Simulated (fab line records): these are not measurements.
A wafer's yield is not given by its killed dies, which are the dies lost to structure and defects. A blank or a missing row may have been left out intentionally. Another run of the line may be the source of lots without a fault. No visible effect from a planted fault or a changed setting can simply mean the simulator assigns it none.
Which tool did it? :: flow gf180mcu :: 72 wafers from 24 lots sampled at 5 of the route's 602 steps

WHAT EACH GAUGE READ, for each wafer
GF_VT_IMPLANT_OVL_MEAS_07.
lot: L074
measured: day 5 17:47
on: overlay-01
VT_IMPLANT_OVL (nm): -0.9 -2.2 -1.3

lot: L075
measured: day 5 22:26
on: overlay-01
VT_IMPLANT_OVL (nm): 2.8 3.1 4.0

lot: L076
measured: day 6 05:53
on: overlay-01
VT_IMPLANT_OVL (nm): 0.9 1.0 2.7

lot: L077
measured: day 6 11:53
on: overlay-01
VT_IMPLANT_OVL (nm): 2.7 2.1 0.9

lot: L078
measured: day 6 17:20
on: overlay-02
VT_IMPLANT_OVL (nm): 2.3 0.5 -0.6

lot: L079
measured: day 6 22:08
on: overlay-02
VT_IMPLANT_OVL (nm): -0.7 1.7 1.2

lot: L080
measured: day 7 04:59
on: overlay-02
VT_IMPLANT_OVL (nm): -0.6 1.0 -1.2

lot: L081
measured: day 7 09:23
on: overlay-02
VT_IMPLANT_OVL (nm): -1.5 -1.3 -0.8

lot: L082
measured: day 7 16:14
on: overlay-01
VT_IMPLANT_OVL (nm): 0.8 -1.3 -1.4

lot: L083
measured: day 7 23:53
on: overlay-02
VT_IMPLANT_OVL (nm): 2.5 0.4 3.5

lot: L084
measured: day 8 04:20
on: overlay-01
VT_IMPLANT_OVL (nm): 0.1 0.8 -1.4

lot: L085
measured: day 8 10:53
on: overlay-02
VT_IMPLANT_OVL (nm): -0.8 0.7 2.7

lot: L086
measured: day 8 16:50
on: overlay-01
VT_IMPLANT_OVL (nm): 0.6 0.5 -0.8

lot: L087
measured: day 8 23:47
on: overlay-01
VT_IMPLANT_OVL (nm): 1.5 0.7 3.4

lot: L088
measured: day 9 03:35
on: overlay-01
VT_IMPLANT_OVL (nm): -0.9 -1.9 -2.1

lot: L089
measured: day 9 10:52
on: overlay-02
VT_IMPLANT_OVL (nm): -1.8 -1.4 -3.1

lot: L090
measured: day 9 21:14
on: overlay-01
VT_IMPLANT_OVL (nm): 0.3 -0.9 1.0

lot: L091
measured: day 9 22:17
on: overlay-02
VT_IMPLANT_OVL (nm): 0.0 2.0 -2.7

lot: L092
measured: day 10 05:38
on: overlay-01
VT_IMPLANT_OVL (nm): 0.6 1.2 0.0

lot: L093
measured: day 10 11:20
on: overlay-02
VT_IMPLANT_OVL (nm): 1.6 1.3 0.0

lot: L094
measured: day 10 18:47
on: overlay-01
VT_IMPLANT_OVL (nm): -0.6 2.4 -1.4

lot: L095
measured: day 11 01:17
on: overlay-02
VT_IMPLANT_OVL (nm): 1.5 1.0 1.6

lot: L096
measured: day 11 06:46
on: overlay-02
VT_IMPLANT_OVL (nm): 2.0 -0.6 0.7

lot: L097
measured: day 11 12:50
on: overlay-02
VT_IMPLANT_OVL (nm): 1.7 1.3 1.8

GF_V4_BOW_MEAS_05.
lot: L074
measured: day 23 15:01
on: film_metro-01
V4_BOW (um): 121 124 130

lot: L075
measured: day 24 00:00
on: film_metro-01
V4_BOW (um): 146 141 135

lot: L076
measured: day 24 06:28
on: film_metro-03
V4_BOW (um): 143 138 136

lot: L077
measured: day 24 14:25
on: film_metro-04
V4_BOW (um): 125 130 131

lot: L078
measured: day 25 03:14
on: film_metro-01
V4_BOW (um): 130 129 136

lot: L079
measured: day 25 11:38
on: film_metro-03
V4_BOW (um): 145 133 137

lot: L080
measured: day 25 16:10
on: film_metro-01
V4_BOW (um): 151 145 147

lot: L081
measured: day 25 20:32
on: film_metro-03
V4_BOW (um): 138 141 135

lot: L082
measured: day 26 07:22
on: film_metro-04
V4_BOW (um): 123 115 118

lot: L083
measured: day 26 19:32
on: film_metro-03
V4_BOW (um): 131 135 128

lot: L084
measured: day 27 00:30
on: film_metro-04
V4_BOW (um): 144 143 146

lot: L085
measured: day 27 12:26
on: film_metro-04
V4_BOW (um): 125 122 128

lot: L086
measured: day 27 14:40
on: film_metro-04
V4_BOW (um): 128 123 122

lot: L087
measured: day 27 22:54
on: film_metro-01
V4_BOW (um): 131 141 134

lot: L088
measured: day 28 10:42
on: film_metro-03
V4_BOW (um): 133 138 131

lot: L089
measured: day 28 10:56
on: film_metro-04
V4_BOW (um): 135 130 138

lot: L090
measured: day 28 21:32
on: film_metro-04
V4_BOW (um): 134 129 126

lot: L091
measured: day 29 01:49
on: film_metro-01
V4_BOW (um): 132 131 126

lot: L092
measured: day 29 14:01
on: film_metro-04
V4_BOW (um): 128 124 114

lot: L093
measured: day 29 15:25
on: film_metro-03
V4_BOW (um): 125 140 143

lot: L094
measured: day 29 21:32
on: film_metro-04
V4_BOW (um): 142 148 136

lot: L095
measured: day 30 05:47
on: film_metro-03
V4_BOW (um): 116 126 125

lot: L096
measured: day 30 07:29
on: film_metro-01
V4_BOW (um): 121 121 128

lot: L097
measured: day 30 16:19
on: film_metro-03
V4_BOW (um): 120 117 129

GF_V5_THK_MEAS_01.
lot: L074
measured: day 26 11:39
on: film_metro-01
V5_CVD_00_THK (nm): 301 301 296

lot: L075
measured: day 26 19:52
on: film_metro-03
V5_CVD_00_THK (nm): 296 298 297

lot: L076
measured: day 27 00:54
on: film_metro-01
V5_CVD_00_THK (nm): 297 299 301

lot: L077
measured: day 27 09:16
on: film_metro-02
V5_CVD_00_THK (nm): 300 307 304

lot: L078
measured: day 27 20:32
on: film_metro-02
V5_CVD_00_THK (nm): 300 299 300

lot: L079
measured: day 28 04:50
on: film_metro-02
V5_CVD_00_THK (nm): 304 307 309

lot: L080
measured: day 28 08:23
on: film_metro-01
V5_CVD_00_THK (nm): 304 301 308

lot: L081
measured: day 28 12:18
on: film_metro-03
V5_CVD_00_THK (nm): 300 300 304

lot: L082
measured: day 28 22:31
on: film_metro-01
V5_CVD_00_THK (nm): 301 308 305

lot: L083
measured: day 29 09:52
on: film_metro-01
V5_CVD_00_THK (nm): 303 293 296

lot: L084
measured: day 29 14:39
on: film_metro-03
V5_CVD_00_THK (nm): 302 301 298

lot: L085
measured: day 30 02:49
on: film_metro-02
V5_CVD_00_THK (nm): 298 302 298

lot: L086
measured: day 30 03:43
on: film_metro-02
V5_CVD_00_THK (nm): 301 302 300

lot: L087
measured: day 30 10:38
on: film_metro-02
V5_CVD_00_THK (nm): 297 298 303

lot: L088
measured: day 30 23:41
on: film_metro-02
V5_CVD_00_THK (nm): 298 300 307

lot: L089
measured: day 30 22:59
on: film_metro-01
V5_CVD_00_THK (nm): 303 302 299

lot: L090
measured: day 31 07:50
on: film_metro-02
V5_CVD_00_THK (nm): 303 298 294

lot: L091
measured: day 31 12:22
on: film_metro-01
V5_CVD_00_THK (nm): 303 301 300

lot: L092
measured: day 31 22:51
on: film_metro-02
V5_CVD_00_THK (nm): 307 306 306

lot: L093
measured: day 31 23:55
on: film_metro-02
V5_CVD_00_THK (nm): 311 307 305

lot: L094
measured: day 32 05:50
on: film_metro-02
V5_CVD_00_THK (nm): 303 302 303

lot: L095
measured: day 32 11:15
on: film_metro-03
V5_CVD_00_THK (nm): 299 299 302

lot: L096
measured: day 32 12:50
on: film_metro-01
V5_CVD_00_THK (nm): 299 304 304

lot: L097
measured: day 32 22:08
on: film_metro-01
V5_CVD_00_THK (nm): 299 302 304

GF_TOP_METAL_OVL_MEAS_15.
lot: L074
measured: day 28 06:28
on: overlay-01
TOP_METAL_OVL (nm): 1.0 2.1 2.3

lot: L075
measured: day 28 15:37
on: overlay-02
TOP_METAL_OVL (nm): 1.6 4.2 -0.2

lot: L076
measured: day 28 19:13
on: overlay-02
TOP_METAL_OVL (nm): 3.6 2.8 0.9

lot: L077
measured: day 29 03:16
on: overlay-01
TOP_METAL_OVL (nm): 0.1 -1.1 -2.0

lot: L078
measured: day 29 14:25
on: overlay-01
TOP_METAL_OVL (nm): 0.2 0.9 -1.8

lot: L079
measured: day 29 22:28
on: overlay-01
TOP_METAL_OVL (nm): -1.4 2.3 0.0

lot: L080
measured: day 30 02:03
on: overlay-01
TOP_METAL_OVL (nm): 2.3 -0.2 2.9

lot: L081
measured: day 30 05:13
on: overlay-02
TOP_METAL_OVL (nm): -1.6 0.0 0.4

lot: L082
measured: day 30 14:57
on: overlay-01
TOP_METAL_OVL (nm): -1.8 0.3 -0.3

lot: L083
measured: day 31 01:37
on: overlay-01
TOP_METAL_OVL (nm): 0.8 -1.0 0.4

lot: L084
measured: day 31 05:47
on: overlay-02
TOP_METAL_OVL (nm): 5.9 3.1 3.8

lot: L085
measured: day 31 16:12
on: overlay-01
TOP_METAL_OVL (nm): -1.2 0.5 -0.5

lot: L086
measured: day 31 18:42
on: overlay-02
TOP_METAL_OVL (nm): 3.3 1.3 0.8

lot: L087
measured: day 31 23:57
on: overlay-01
TOP_METAL_OVL (nm): -1.7 0.8 -0.3

lot: L088
measured: day 32 10:59
on: overlay-01
TOP_METAL_OVL (nm): 1.8 1.6 1.7

lot: L089
measured: day 32 10:13
on: overlay-02
TOP_METAL_OVL (nm): 2.8 0.7 1.3

lot: L090
measured: day 32 21:45
on: overlay-02
TOP_METAL_OVL (nm): -0.1 1.5 1.1

lot: L091
measured: day 33 00:20
on: overlay-02
TOP_METAL_OVL (nm): 1.4 0.8 -0.7

lot: L092
measured: day 33 09:38
on: overlay-01
TOP_METAL_OVL (nm): 1.3 3.0 4.5

lot: L093
measured: day 33 12:48
on: overlay-02
TOP_METAL_OVL (nm): -0.3 0.0 0.5

lot: L094
measured: day 33 18:08
on: overlay-01
TOP_METAL_OVL (nm): 0.9 0.9 1.9

lot: L095
measured: day 33 21:25
on: overlay-01
TOP_METAL_OVL (nm): 1.2 1.9 -0.7

lot: L096
measured: day 33 22:58
on: overlay-01
TOP_METAL_OVL (nm): 0.9 1.5 2.1

lot: L097
measured: day 34 08:10
on: overlay-01
TOP_METAL_OVL (nm): -0.7 -1.1 -1.6

WHICH TOOL RAN EACH LOT (tool, then ch and the chambers of the sampled wafers, then the start)
lot: L074
GF_M5_ETCH_09: rie_diel-04 ch 0,1,2, day 26 10:47

lot: L075
GF_M5_ETCH_09: rie_diel-02 ch 2,3, day 26 19:08

lot: L076
GF_M5_ETCH_09: rie_diel-04 ch 0,1,2, day 27 00:11

lot: L077
GF_M5_ETCH_09: rie_diel-04 ch 0,2,3, day 27 08:32

lot: L078
GF_M5_ETCH_09: rie_diel-01 ch 0,2, day 27 19:41

lot: L079
GF_M5_ETCH_09: rie_diel-01 ch 2,3, day 28 04:05

lot: L080
GF_M5_ETCH_09: rie_diel-02 ch 0,2,3, day 28 07:35

lot: L081
GF_M5_ETCH_09: rie_diel-02 ch 0,2, day 28 11:32

lot: L082
GF_M5_ETCH_09: rie_diel-02 ch 1,2, day 28 21:47

lot: L083
GF_M5_ETCH_09: rie_diel-02 ch 1,2, day 29 09:05

lot: L084
GF_M5_ETCH_09: rie_diel-02 ch 0,2,3, day 29 13:47

lot: L085
GF_M5_ETCH_09: rie_diel-02 ch 2,3, day 30 01:56

lot: L086
GF_M5_ETCH_09: rie_diel-02 ch 2,3, day 30 02:59

lot: L087
GF_M5_ETCH_09: rie_diel-02 ch 0,2,3, day 30 09:53

lot: L088
GF_M5_ETCH_09: rie_diel-04 ch 0,1,3, day 30 22:50

lot: L089
GF_M5_ETCH_09: rie_diel-01 ch 0,1,2, day 30 22:17

lot: L090
GF_M5_ETCH_09: rie_diel-01 ch 1,2, day 31 06:59

lot: L091
GF_M5_ETCH_09: rie_diel-01 ch 1,2,3, day 31 11:35

lot: L092
GF_M5_ETCH_09: rie_diel-04 ch 1,2, day 31 22:08

lot: L093
GF_M5_ETCH_09: rie_diel-04 ch 2,3, day 31 23:08

lot: L094
GF_M5_ETCH_09: rie_diel-01 ch 0,3, day 32 04:59

lot: L095
GF_M5_ETCH_09: rie_diel-04 ch 0,2, day 32 10:29

lot: L096
GF_M5_ETCH_09: rie_diel-04 ch 0,2,3, day 32 11:59

lot: L097
GF_M5_ETCH_09: rie_diel-04 ch 0,2,3, day 32 21:26
- GF_M5_ETCH_09: etches Si3N4 in CF4/O2, target depth 52 nm, time 11.6 s.

WHAT THE TOOLS THEMSELVES READ (means of the sampled wafers that have a number; where no wafer has one, the mark that the record gives instead)
GF_M5_ETCH_09.
lot: L074
tool: rie_diel-04
O2_flow_sccm (sccm): 9.979
drypump_motor_current_A (A): 5.7
oes_product_au (a.u.): 1.002
throttle_valve_pct (%): 5.966

lot: L075
tool: rie_diel-02
O2_flow_sccm (sccm): 10.003
drypump_motor_current_A (A): 6.0
oes_product_au (a.u.): 0.986
throttle_valve_pct (%): 5.973

lot: L076
tool: rie_diel-04
O2_flow_sccm (sccm): 10.019
drypump_motor_current_A (A): 5.7
oes_product_au (a.u.): 0.995
throttle_valve_pct (%): 5.982

lot: L077
tool: rie_diel-04
O2_flow_sccm (sccm): 10.003
drypump_motor_current_A (A): 5.4
oes_product_au (a.u.): 1.003
throttle_valve_pct (%): 5.969

lot: L078
tool: rie_diel-01
O2_flow_sccm (sccm): 9.991
drypump_motor_current_A (A): 5.4
oes_product_au (a.u.): 0.997
throttle_valve_pct (%): 5.960

lot: L079
tool: rie_diel-01
O2_flow_sccm (sccm): 9.993
drypump_motor_current_A (A): 5.9
oes_product_au (a.u.): 0.999
throttle_valve_pct (%): 5.963

lot: L080
tool: rie_diel-02
O2_flow_sccm (sccm): 10.006
drypump_motor_current_A (A): 6.0
oes_product_au (a.u.): 0.990
throttle_valve_pct (%): 5.964

lot: L081
tool: rie_diel-02
O2_flow_sccm (sccm): 10.005
drypump_motor_current_A (A): 6.4
oes_product_au (a.u.): 0.997
throttle_valve_pct (%): 5.967

lot: L082
tool: rie_diel-02
O2_flow_sccm (sccm): 9.974
drypump_motor_current_A (A): 6.0
oes_product_au (a.u.): 0.998
throttle_valve_pct (%): 5.975

lot: L083
tool: rie_diel-02
O2_flow_sccm (sccm): 9.980
drypump_motor_current_A (A): 6.0
oes_product_au (a.u.): 1.006
throttle_valve_pct (%): 5.970

lot: L084
tool: rie_diel-02
O2_flow_sccm (sccm): 9.978
drypump_motor_current_A (A): 6.0
oes_product_au (a.u.): 0.992
throttle_valve_pct (%): 5.982

lot: L085
tool: rie_diel-02
O2_flow_sccm (sccm): 10.020
drypump_motor_current_A (A): 5.7
oes_product_au (a.u.): 0.995
throttle_valve_pct (%): 5.976

lot: L086
tool: rie_diel-02
O2_flow_sccm (sccm): 9.978
drypump_motor_current_A (A): 6.0
oes_product_au (a.u.): 0.984
throttle_valve_pct (%): 5.959

lot: L087
tool: rie_diel-02
O2_flow_sccm (sccm): 10.023
drypump_motor_current_A (A): 6.0
oes_product_au (a.u.): 1.002
throttle_valve_pct (%): 5.967

lot: L088
tool: rie_diel-04
O2_flow_sccm (sccm): 9.995
drypump_motor_current_A (A): 5.6
oes_product_au (a.u.): 1.008
throttle_valve_pct (%): 5.976

lot: L089
tool: rie_diel-01
O2_flow_sccm (sccm): 9.998
drypump_motor_current_A (A): 5.3
oes_product_au (a.u.): 1.005
throttle_valve_pct (%): 5.966

lot: L090
tool: rie_diel-01
O2_flow_sccm (sccm): 9.984
drypump_motor_current_A (A): 5.4
oes_product_au (a.u.): 0.995
throttle_valve_pct (%): 5.962

lot: L091
tool: rie_diel-01
O2_flow_sccm (sccm): 9.990
drypump_motor_current_A (A): 5.5
oes_product_au (a.u.): 1.002
throttle_valve_pct (%): 5.971

lot: L092
tool: rie_diel-04
O2_flow_sccm (sccm): 10.008
drypump_motor_current_A (A): 5.9
oes_product_au (a.u.): 1.003
throttle_valve_pct (%): 5.963

lot: L093
tool: rie_diel-04
O2_flow_sccm (sccm): 10.019
drypump_motor_current_A (A): 5.5
oes_product_au (a.u.): 1.006
throttle_valve_pct (%): 5.978

lot: L094
tool: rie_diel-01
O2_flow_sccm (sccm): 9.972
drypump_motor_current_A (A): 5.8
oes_product_au (a.u.): 0.991
throttle_valve_pct (%): 5.960

lot: L095
tool: rie_diel-04
O2_flow_sccm (sccm): 10.012
drypump_motor_current_A (A): 5.4
oes_product_au (a.u.): 1.012
throttle_valve_pct (%): 5.980

lot: L096
tool: rie_diel-04
O2_flow_sccm (sccm): 9.986
drypump_motor_current_A (A): 5.4
oes_product_au (a.u.): 1.010
throttle_valve_pct (%): 5.978

lot: L097
tool: rie_diel-04
O2_flow_sccm (sccm): 10.004
drypump_motor_current_A (A): 5.4
oes_product_au (a.u.): 1.002
throttle_valve_pct (%): 5.965

THE ANSWER, worked out from the rows above alone
Rule: what is usual is taken from the lots themselves. The widest of any qualifying gaps counts: lots, ordered by their means at a reading, are off when they make up no more than a third of the lots, leave a main group of 4 or more, and stand apart from it by 3 or more times the standard deviation of that group's means. A main group is skipped when, at the precision printed for the reading in the tables above, its means are all equal. Also off: a lot with no number at a reading for which 4 or more lots have one. The other lots that the step has rows for count as sound. First the gauges in route order, then the tools' own readings, where a lot's mean is used as printed above. The first step at which some lot is off is used, and at that step the reading that is off furthest; a lot without a number counts as furthest.
None of the lots is off at any reading shown; this tells nothing.

WHAT THE SIMULATOR PUT IN
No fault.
